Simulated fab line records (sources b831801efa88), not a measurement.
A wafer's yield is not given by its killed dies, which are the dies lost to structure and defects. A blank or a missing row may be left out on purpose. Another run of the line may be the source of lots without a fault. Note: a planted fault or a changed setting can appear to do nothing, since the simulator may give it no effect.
The tool behind it: which one?	flow gf180mcu	18 wafers from 6 lots sampled at 4 of the route's 602 steps

## WHAT THE GAUGES SHOWED, per wafer
GF_TOP_METAL_CD_MEAS_14 targets a cd of 440 nm.
lot	measured	on	cd_nm (nm)
L512	day 28 18:38	cd_sem-02	434.4 438.6 436.1
L514	day 29 10:04	cd_sem-02	438.7 439.0 438.3
L516	day 30 03:00	cd_sem-01	437.1 439.4 436.3
L518	day 30 16:41	cd_sem-02	438.2 436.3 436.3
L520	day 31 05:33	cd_sem-01	438.0 436.1 435.2
L522	day 31 21:47	cd_sem-01	436.5 437.4 439.5

## WHICH TOOL RAN EACH LOT (tool, then ch and the chambers of the sampled wafers, then the start)
lot	GF_V4_CVD_00	GF_V5_ETCH_16	GF_TOP_METAL_SPUTTER_01
L512	hdpcvd-01 ch 0,1,2, day 24 04:56	rie_diel-04 ch 1,2,3, day 27 21:10	pvd_sputter-01, day 27 22:39
L514	hdpcvd-02 ch 0,2, day 25 00:47	rie_diel-01 ch 0,1,3, day 28 13:06	pvd_sputter-04, day 28 14:35
L516	hdpcvd-02 ch 0,1,2, day 25 19:07	rie_diel-04 ch 1,2,3, day 29 06:40	pvd_sputter-02, day 29 08:08
L518	hdpcvd-02 ch 1,2, day 26 09:14	rie_diel-01 ch 0,2,3, day 29 20:34	pvd_sputter-02, day 29 22:02
L520	hdpcvd-01 ch 0,1,2, day 27 00:38	rie_diel-01 ch 2,3, day 30 10:00	pvd_sputter-02, day 30 11:29
L522	hdpcvd-01 ch 0,1,2, day 27 20:07	rie_diel-01 ch 0,2,3, day 31 03:18	pvd_sputter-01, day 31 04:53
- GF_V4_CVD_00: deposits SiO2, target thk 600 nm, time 100 s.
- GF_V5_ETCH_16: etches BARC in N2/H2.
- GF_TOP_METAL_SPUTTER_01: material TiN, target thk 30 nm, time 25 s.

## THE ANSWER, worked out from the rows above alone
Rule: the usual values come from the lots themselves. Put in order of their means at a reading, lots are off if they are a third of the lots or fewer, leave a main group of 4 or more, and stand apart from it by a gap of 3 or more times the standard deviation of the main group's means; of several such gaps the widest counts. If all means in a main group match to the digits the tables above print for the reading, that group is not used. A lot without any number at a reading at which 4 lots or more have one is off too. The other lots that the step has rows for count as sound.
Nothing can be told from this: no lot is off at any reading shown.

## WHAT THE SIMULATOR HAD PUT IN
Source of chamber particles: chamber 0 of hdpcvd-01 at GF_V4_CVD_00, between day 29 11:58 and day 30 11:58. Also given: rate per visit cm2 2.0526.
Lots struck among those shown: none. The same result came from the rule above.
